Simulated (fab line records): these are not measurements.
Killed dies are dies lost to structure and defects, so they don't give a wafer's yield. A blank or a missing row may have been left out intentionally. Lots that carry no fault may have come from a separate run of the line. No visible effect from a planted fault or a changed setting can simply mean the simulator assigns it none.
fab line records    flow gf180mcu
record: lots: 15  wafers: 44  lastDay: 34
route steps=602 shown V3@451 M5@536 V5@554
lots untouched by any fault: they come from a run of this same line in which no faults occurred
startH: start of the lot's first displayed wafer, in hours after the record's first day    waitH: time in hours since the lot's previous step    " as in the row above    L1.1+2: several wafers, shown together as one row    - no value, or no start given    * or withheld: withheld    < > ~ a bound
route shown NAME@n: names a module that has steps shown in the file, with the first one's number in the route    usual: mean/standard deviation taken from wafers without a fault    same: alike in all rows    chamber/n: place in a boat    sites: per-site readings    _std_site: standard deviation of those values    _edge_site: inner sites' mean taken away from outer sites' mean    radiusMm: for every site, how far away it sits from the centre of the wafer    mask NAME#n: copy n    behind: tool/chamber where the wafer was last shaped    hold: the reason the lot was held/the length of the hold in hours/how it ended    device: the n, p or np transistor that did not switch    end of line: the tests these same wafers got at the end of their route    a step with no rows: only its recipe    killed: dies that structure and defects cost at the first sort, which is not the same as the wafer's yield    map: a wafer's dies, x killed, . not, _ none there
set.NAME: the setting as run; set.NAME@STEP: as run at that earlier step    model.NAME: the simulator's own value behind a step, which no gauge read
a sample of lots followed through the steps of the route, with each step as a table and each wafer as a row
services: when a tool's chamber went out of use (startH, in hours from the record's first day, below 0 if earlier), for how many hours, and the reason
== steps ==
step: GF_V3_SPUTTER_22
recipe: material: TiN  targetThkNm: 10  chamberPressurePa: 5  powerW: 4000  timeS: 40
usual: throttleValvePct: 30.0/1.1
same: timeS: 40
lot.wafer  tool           chamber  startH  waitH  throttleValvePct
L378.4     pvdSputter-01  -        510.90  0.0    29.6
L378.5     "              -        "       "      29.4
L378.6     "              -        "       "      28.5
L379.3     pvdSputter-01  -        522.94  0.0    28.7
L379.4     "              -        "       "      29.2
L379.5     "              -        "       "      28.6
L381.1     pvdSputter-02  -        559.38  0.0    28.9
L381.4     "              -        "       "      30.0
L381.6     "              -        "       "      30.2
L382.1     pvdSputter-02  -        561.09  0.0    28.8
L382.2     "              -        "       "      30.1
L382.6     "              -        "       "      28.9
L384.1     pvdSputter-01  -        564.97  0.0    28.7
L384.2     "              -        "       "      29.0
L384.3     "              -        "       "      29.3
L385.2     pvdSputter-01  -        586.52  0.0    31.0
L385.3     "              -        "       "      29.0
L391.3     pvdSputter-01  -        629.49  0.0    29.0
L391.4     "              -        "       "      28.4
L391.5     "              -        "       "      30.7
L392.1     pvdSputter-02  -        632.25  0.0    32.5
L392.3     "              -        "       "      28.6
L392.6     "              -        "       "      32.5
L396.1     pvdSputter-04  -        668.00  0.0    29.9
L396.5     "              -        "       "      29.8
L396.6     "              -        "       "      30.1
L395.2     pvdSputter-02  -        671.28  0.0    31.3
L395.4     "              -        "       "      29.9
L395.6     "              -        "       "      28.9
L397.1     pvdSputter-04  -        672.47  0.0    31.1
L397.2     "              -        "       "      30.6
L397.3     "              -        "       "      30.0
L398.2     pvdSputter-04  -        675.98  0.0    29.8
L398.4     "              -        "       "      30.5
L398.5     "              -        "       "      29.9
L399.2     pvdSputter-01  -        678.33  0.0    28.5
L399.4     "              -        "       "      29.2
L399.5     "              -        "       "      29.1
L400.1     pvdSputter-04  -        678.68  0.0    29.7
L400.5     "              -        "       "      30.7
L400.6     "              -        "       "      31.1
L401.1     pvdSputter-02  -        696.21  0.0    31.0
L401.2     "              -        "       "      29.9
L401.4     "              -        "       "      29.0
step: GF_M5_METAL_ETCH_10
recipe: chemistry: Cl2/BCl3  maskMaterial: KrF  targetDepthNm: 750.8  stopOn: SiO2  pressureMtorr: 8  icpW: 800  biasW: 140  Cl2_flow_sccm: 80  bcl3FlowSccm: 40  timeS: 125.1
usual: drypumpMotorCurrentA: 5.83/0.24  oesProductAu: 0.990/0.0052  throttleValvePct: 28.229/0.0091
same: timeS: 125.1
lot.wafer  tool         chamber  startH  waitH  drypumpMotorCurrentA  oesProductAu  rfHoursCounterH  throttleValvePct
L378.4     rieMetal-03  1        608.82  0.1    6.20                  0.992         -                28.231
L378.5     "            1        "       "      6.21                  0.986         -                28.227
L378.6     "            0        "       "      5.81                  0.982         -                28.224
L379.3     rieMetal-03  1        612.53  0.1    6.22                  0.989         -                28.205
L379.4     "            0        "       "      5.86                  0.997         -                28.228
L379.5     "            0        "       "      5.83                  0.994         -                28.241
L381.1     rieMetal-03  1        647.18  0.0    6.23                  0.979         9                28.231
L381.4     "            1        "       "      6.24                  0.993         -                28.212
L381.6     "            0        "       "      5.84                  0.989         -                28.239
L382.1     rieMetal-03  1        649.48  0.0    6.21                  0.992         9                28.233
L382.2     "            0        "       "      5.83                  0.695         0                28.563
L382.6     "            0        "       "      5.80                  0.991         -                28.230
L384.1     rieMetal-03  0        653.10  0.0    5.82                  0.989         0                28.226
L384.2     "            1        "       "      6.20                  0.693         9                28.570
L384.3     "            0        "       "      5.80                  0.989         -                28.229
L385.2     rieMetal-03  1        672.03  0.0    6.19                  0.699         9                28.534
L385.3     "            1        "       "      6.20                  0.992         -                28.223
L391.3     rieMetal-01  1        711.12  0.1    5.65                  0.984         -                28.236
L391.4     "            0        "       "      5.45                  0.989         -                28.222
L391.5     "            1        "       "      5.63                  0.995         -                28.218
L392.1     rieMetal-04  1        715.19  0.0    5.75                  0.992         13               28.238
L392.3     "            0        "       "      5.64                  0.996         -                28.234
L392.6     "            0        "       "      5.63                  0.997         -                28.225
L396.1     rieMetal-03  1        743.64  0.0    6.21                  0.985         13               28.237
L396.5     "            0        "       "      5.82                  0.994         -                28.240
L396.6     "            1        "       "      6.20                  0.990         -                28.239
L395.2     rieMetal-03  0        748.97  0.0    5.81                  0.996         5                28.241
L395.4     "            0        "       "      5.80                  0.999         -                28.234
L395.6     "            1        "       "      6.21                  0.982         -                28.218
L397.1     rieMetal-04  1        750.27  0.0    5.77                  0.996         16               28.226
L397.2     "            0        "       "      5.61                  0.990         0                28.236
L397.3     "            0        "       "      5.64                  0.988         -                28.244
L398.2     rieMetal-04  1        753.19  0.0    5.79                  0.980         16               28.253
L398.4     "            0        "       "      5.63                  0.981         -                28.237
L398.5     "            0        "       "      5.66                  0.979         -                28.235
L399.2     rieMetal-03  1        755.57  0.0    6.22                  0.992         14               28.223
L399.4     "            1        "       "      6.23                  0.988         -                28.232
L399.5     "            0        "       "      5.85                  0.997         -                28.220
L400.1     rieMetal-04  1        756.73  0.0    5.76                  0.996         17               28.225
L400.5     "            1        "       "      5.77                  0.998         -                28.234
L400.6     "            0        "       "      5.62                  0.988         -                28.233
L401.1     rieMetal-03  1        770.18  0.0    6.22                  0.991         14               28.221
L401.2     "            0        "       "      5.87                  0.994         6                28.230
L401.4     "            1        "       "      6.21                  0.994         -                28.225
step: GF_M5_STRIP_11
recipe: chemistry: O2/N2  powerW: 1400  pressureMtorr: 1500  platenTempC: 250  o2FlowSccm: 3000  n2FlowSccm: 300  overashFraction: 0.5
usual: drypumpMotorCurrentA: 5.7/0.4  heaterPowerW: 328/48  oesProductAu: 0.524/0.005  stripTimeToEndpointS: 7.04/0.039
lot.wafer  tool            chamber  startH  waitH  drypumpMotorCurrentA  heaterPowerW  oesProductAu  rfHoursCounterH  stripTimeToEndpointS
L378.4     plasmaAsher-04  0        608.94  0.1    5.1                   403           0.522         -                7.08
L378.5     "               1        "       "      5.8                   281           0.520         -                7.05
L378.6     "               0        "       "      5.1                   388           0.528         -                7.07
L379.3     plasmaAsher-04  0        612.65  0.1    5.2                   400           0.523         -                6.96
L379.4     "               1        "       "      5.9                   272           0.520         -                6.92
L379.5     "               1        "       "      5.8                   272           0.524         -                6.95
L381.1     plasmaAsher-04  0        647.31  0.1    5.2                   394           0.524         19               7.08
L381.4     "               1        "       "      5.8                   274           0.528         -                7.03
L381.6     "               1        "       "      5.8                   273           0.527         -                7.08
L382.1     plasmaAsher-04  0        649.60  0.1    5.1                   406           0.532         19               7.03
L382.2     "               1        "       "      5.8                   277           0.577         19               8.47
L382.6     "               1        "       "      5.8                   274           0.531         -                7.05
L384.1     plasmaAsher-04  0        653.23  0.1    5.2                   395           0.521         19               7.01
L384.2     "               1        "       "      5.8                   269           0.585         19               8.49
L384.3     "               1        "       "      5.8                   268           0.526         -                7.08
L385.2     plasmaAsher-04  0        672.15  0.1    5.1                   401           0.577         21               8.49
L385.3     "               0        "       "      5.1                   398           0.520         -                7.01
L391.3     plasmaAsher-03  1        711.24  0.1    5.8                   354           0.526         -                7.02
L391.4     "               0        "       "      5.4                   302           0.514         -                7.03
L391.5     "               1        "       "      5.8                   350           0.509         -                7.02
L392.1     plasmaAsher-01  1        715.32  0.1    6.1                   312           0.523         106              7.03
L392.3     "               0        "       "      6.4                   320           0.525         -                7.03
L392.6     "               1        "       "      6.1                   311           0.533         -                7.05
L396.1     plasmaAsher-04  0        743.77  0.1    5.2                   386           0.528         29               7.11
L396.5     "               0        "       "      5.1                   397           0.526         -                7.05
L396.6     "               1        "       "      5.8                   268           0.524         -                7.09
L395.2     plasmaAsher-03  0        749.10  0.1    5.4                   296           0.525         101              7.07
L395.4     "               1        "       "      5.8                   350           0.520         -                7.05
L395.6     "               0        "       "      5.4                   294           0.525         -                7.08
L397.1     plasmaAsher-03  0        750.40  0.1    5.4                   301           0.520         101              7.04
L397.2     "               1        "       "      5.8                   354           0.527         101              7.10
L397.3     "               0        "       "      5.4                   294           0.526         -                7.12
L398.2     plasmaAsher-04  1        753.32  0.1    5.8                   267           0.519         30               7.06
L398.4     "               1        "       "      5.8                   270           0.525         -                7.09
L398.5     "               1        "       "      5.8                   275           0.522         -                7.10
L399.2     plasmaAsher-03  1        755.70  0.1    5.8                   351           0.528         103              7.03
L399.4     "               1        "       "      5.8                   356           0.519         -                7.05
L399.5     "               0        "       "      5.4                   297           0.523         -                7.02
L400.1     plasmaAsher-04  0        756.86  0.1    5.1                   393           0.525         30               7.03
L400.5     "               0        "       "      5.2                   399           0.521         -                7.09
L400.6     "               1        "       "      5.8                   263           0.529         -                7.10
L401.1     plasmaAsher-03  0        770.31  0.1    5.4                   306           0.526         104              7.05
L401.2     "               1        "       "      5.8                   347           0.520         104              7.02
L401.4     "               0        "       "      5.4                   303           0.524         -                7.03
step: GF_V5_CD_MEAS_14
recipe: targetCdNm: 260
usual: cdNm: 260.2/1
lot.wafer  tool      chamber  startH  waitH  cdNm
L378.4     cdSem-02  -        631.01  0.1    260.2
L378.5     "         -        "       "      259.6
L378.6     "         -        "       "      259.8
L379.3     cdSem-02  -        634.24  0.1    261.9
L379.4     "         -        "       "      259.6
L379.5     "         -        "       "      259.6
L381.1     cdSem-02  -        667.95  0.1    261.8
L381.4     "         -        "       "      261.3
L381.6     "         -        "       "      261.1
L382.1     cdSem-01  -        670.61  0.1    259.9
L382.6     "         -        "       "      261.2
L384.1     cdSem-02  -        673.85  0.1    259.4
L384.3     "         -        "       "      260.8
L385.3     cdSem-02  -        692.39  0.1    259.6
L391.3     cdSem-02  -        729.64  0.1    260.9
L391.4     "         -        "       "      260.7
L391.5     "         -        "       "      258.9
L392.1     cdSem-02  -        734.11  0.1    259.6
L392.3     "         -        "       "      259.8
L392.6     "         -        "       "      260.9
L396.1     cdSem-02  -        761.10  0.1    259.8
L396.5     "         -        "       "      259.8
L396.6     "         -        "       "      261.3
L395.2     cdSem-01  -        767.11  0.1    260.0
L395.4     "         -        "       "      260.2
L395.6     "         -        "       "      259.9
L397.1     cdSem-01  -        767.65  0.1    259.6
L397.2     "         -        "       "      260.5
L397.3     "         -        "       "      260.7
L398.2     cdSem-01  -        770.52  0.1    259.5
L398.4     "         -        "       "      259.5
L398.5     "         -        "       "      260.0
L399.2     cdSem-01  -        773.62  0.1    259.8
L399.4     "         -        "       "      261.1
L399.5     "         -        "       "      260.4
L400.1     cdSem-01  -        778.05  0.1    260.3
L400.5     "         -        "       "      260.2
L400.6     "         -        "       "      260.9
L401.1     cdSem-01  -        787.26  0.1    259.4
L401.2     "         -        "       "      260.0
L401.4     "         -        "       "      260.1
step: GF_V5_SPUTTER_22
recipe: material: TiN  targetThkNm: 10  chamberPressurePa: 5  powerW: 4000  timeS: 40
usual: throttleValvePct: 29.8/1
same: timeS: 40
lot.wafer  tool           chamber  startH  waitH  throttleValvePct
L378.4     pvdSputter-02  -        631.88  0.0    31.1
L378.5     "              -        "       "      29.0
L378.6     "              -        "       "      30.1
L379.3     pvdSputter-04  -        635.11  0.0    30.2
L379.4     "              -        "       "      30.4
L379.5     "              -        "       "      29.8
L381.1     pvdSputter-01  -        668.86  0.0    31.0
L381.4     "              -        "       "      29.3
L381.6     "              -        "       "      30.6
L382.1     pvdSputter-01  -        671.51  0.0    29.2
L382.6     "              -        "       "      28.4
L384.1     pvdSputter-02  -        674.75  0.0    31.3
L384.3     "              -        "       "      29.1
L385.3     pvdSputter-04  -        693.47  0.0    30.5
L391.3     pvdSputter-01  -        730.54  0.0    28.4
L391.4     "              -        "       "      29.3
L391.5     "              -        "       "      28.3
L392.1     pvdSputter-01  -        735.03  0.0    29.4
L392.3     "              -        "       "      30.8
L392.6     "              -        "       "      29.6
L396.1     pvdSputter-01  -        762.05  0.0    29.3
L396.5     "              -        "       "      30.7
L396.6     "              -        "       "      28.1
L395.2     pvdSputter-04  -        768.03  0.0    31.0
L395.4     "              -        "       "      29.9
L395.6     "              -        "       "      29.8
L397.1     pvdSputter-01  -        768.59  0.0    29.2
L397.2     "              -        "       "      30.6
L397.3     "              -        "       "      29.0
L398.2     pvdSputter-04  -        771.44  0.0    30.6
L398.4     "              -        "       "      29.7
L398.5     "              -        "       "      30.2
L399.2     pvdSputter-02  -        774.51  0.0    30.0
L399.4     "              -        "       "      31.2
L399.5     "              -        "       "      29.0
L400.1     pvdSputter-01  -        778.96  0.0    28.5
L400.5     "              -        "       "      30.7
L400.6     "              -        "       "      29.2
L401.1     pvdSputter-02  -        788.17  0.0    29.9
L401.2     "              -        "       "      32.2
L401.4     "              -        "       "      29.1
== services ==
tool            chamber  startH  hours  kind
rieMetal-03     -        535.71  2.1    repair
plasmaAsher-01  -        540.52  10.0   repair
rieMetal-01     0        544.12  4.4    repair
plasmaAsher-03  -        548.91  4.3    pm
plasmaAsher-04  -        550.93  14.6   pm
pvdSputter-04   -        562.72  5.7    repair
plasmaAsher-04  -        579.02  15.6   pm
plasmaAsher-03  -        581.57  5.9    repair
rieMetal-03     -        609.05  1.4    pm
rieMetal-03     0        628.27  -      clean
rieMetal-03     0        628.27  14.7   scheduledDown
rieMetal-04     1        691.00  10.5   repair
rieMetal-04     -        691.82  1.6    repair
pvdSputter-01   -        694.41  2.4    repair
rieMetal-01     -        698.23  2.8    pm
plasmaAsher-04  -        712.15  2.8    pm
pvdSputter-01   3        713.14  -      consumableReplace:kit
pvdSputter-01   3        713.14  18.0   scheduledDown
pvdSputter-01   3        713.14  18.0   ventCycle
plasmaAsher-01  -        723.18  28.1   pm
rieMetal-01     -        747.41  14.6   pm
plasmaAsher-01  -        751.28  9.0    pm
pvdSputter-02   -        766.99  3.7    repair
rieMetal-01     1        772.71  5.1    repair
== key ==
firstSign: step: GF_M5_METAL_ETCH_10  reading: oesProductAu  direction: down  sigmas: 57  usual: 0.990  struck: 0.695
effect: step: GF_M5_METAL_ETCH_10  reading: throttleValvePct  direction: up  sigmas: 36  usual: 28.229  struck: 28.556
effect: step: GF_M5_STRIP_11  reading: stripTimeToEndpointS  direction: up  sigmas: 37  usual: *  struck: *
metAt GF_M5_METAL_ETCH_10
struckLots L382,L384,L385
struckWafers L382.2,L384.2,L385.2
laterRowsLeftOut L382.2,L384.2,L385.2
sortLeftOut L382.2,L384.2,L385.2
notActingAt GF_V3_SPUTTER_22,GF_V5_CD_MEAS_14,GF_V5_SPUTTER_22
onsetBetween 647.18 649.48
fault: kind: processParameterDrift  tool: rieMetal-03  chamber: -  onsetH: 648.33  steps: GF_M5_METAL_ETCH_10  channel: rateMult  offset: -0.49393  shape: step  endH: 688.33  scope: struckWafersOnly
sortLeftOut: the simulated sort isn't trusted on such a fault, so these wafers' sort isn't shown, and their yield isn't known
laterRowsLeftOut: the simulator's readings of these wafers behind a module that went badly wrong aren't trusted and aren't shown, but for the sort
